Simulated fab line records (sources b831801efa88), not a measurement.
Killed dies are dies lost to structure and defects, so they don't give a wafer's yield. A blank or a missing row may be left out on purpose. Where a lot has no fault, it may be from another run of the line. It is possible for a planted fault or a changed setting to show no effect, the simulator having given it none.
What tool caused it? -- flow sfq-line -- Sampling: 7 lots, 21 wafers, 2 of 325 route steps

WHAT THE GAUGES READ, wafer by wafer
SFQ_M3_RS_MEAS_919: the measuring method here is four-point-probe.
lot,measured,on,M3_NB_RS (ohm/sq)
L444,day 37 00:48,film-metro-03,0.893 0.896 0.899
L446,day 37 16:31,film-metro-02,0.880 0.889 0.880
L449,day 39 15:11,film-metro-04,0.902 0.903 0.899
L454,day 42 01:28,film-metro-04,0.891 0.886 1.194 0.894 0.887 1.191
L458,day 42 13:26,film-metro-04,0.905 0.899 0.905
L463,day 43 01:34,film-metro-04,0.891 0.898 0.905
L466,day 43 07:59,film-metro-03,0.884 0.882 0.880

TOOL THAT RAN EACH LOT (tool first, then ch and the chambers of the sampled wafers, then the start)
lot,SFQ_TRILAYER_M3_DEP_SPUTTER_073
L444,"pvd-sputter-03, day 37 00:41"
L446,"pvd-sputter-03, day 37 16:25"
L449,"pvd-sputter-04, day 39 15:04"
L454,"pvd-sputter-04, day 42 01:20"
L458,"pvd-sputter-06, day 42 13:20"
L463,"pvd-sputter-06, day 43 01:27"
L466,"pvd-sputter-03, day 43 07:54"
- SFQ_TRILAYER_M3_DEP_SPUTTER_073: material Nb, target thk 200 nm, time 133.3 s.

THE ANSWER, worked out from the rows above alone
Rule: the usual values come from the lots themselves. The widest of any qualifying gaps counts: lots, ordered by their means at a reading, are off when they make up no more than a third of the lots, leave a main group of 4 or more, and stand apart from it by 3 or more times the standard deviation of that group's means. The tables above print the reading to a certain number of digits; a main group whose means all agree to those digits is not used. Also off: a lot with no number at a reading for which 4 or more lots have one. All remaining lots with rows at the step are treated as sound.
Off: L454, at SFQ_M3_RS_MEAS_919 (M3_NB_RS). For the main group the mean is 0.894 ohm/sq and the standard deviation 0.0084.
If a tool, at a process step before that reading, ran all the lots that are off and no sound lot after the first of them, it fits. Those tools and the gauges at SFQ_M3_RS_MEAS_919 are tried in the same way. One candidate fits, namely pvd-sputter-04 at SFQ_TRILAYER_M3_DEP_SPUTTER_073. A fault onset in the window from L449 (day 39 15:04, its last sound lot) to L454 (day 42 01:20, its first lot off) fits.

WHAT THE SIMULATOR PUT IN
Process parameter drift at SFQ_TRILAYER_M3_DEP_SPUTTER_073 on pvd-sputter-04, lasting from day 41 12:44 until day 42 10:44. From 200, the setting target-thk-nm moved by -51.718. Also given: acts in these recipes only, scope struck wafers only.
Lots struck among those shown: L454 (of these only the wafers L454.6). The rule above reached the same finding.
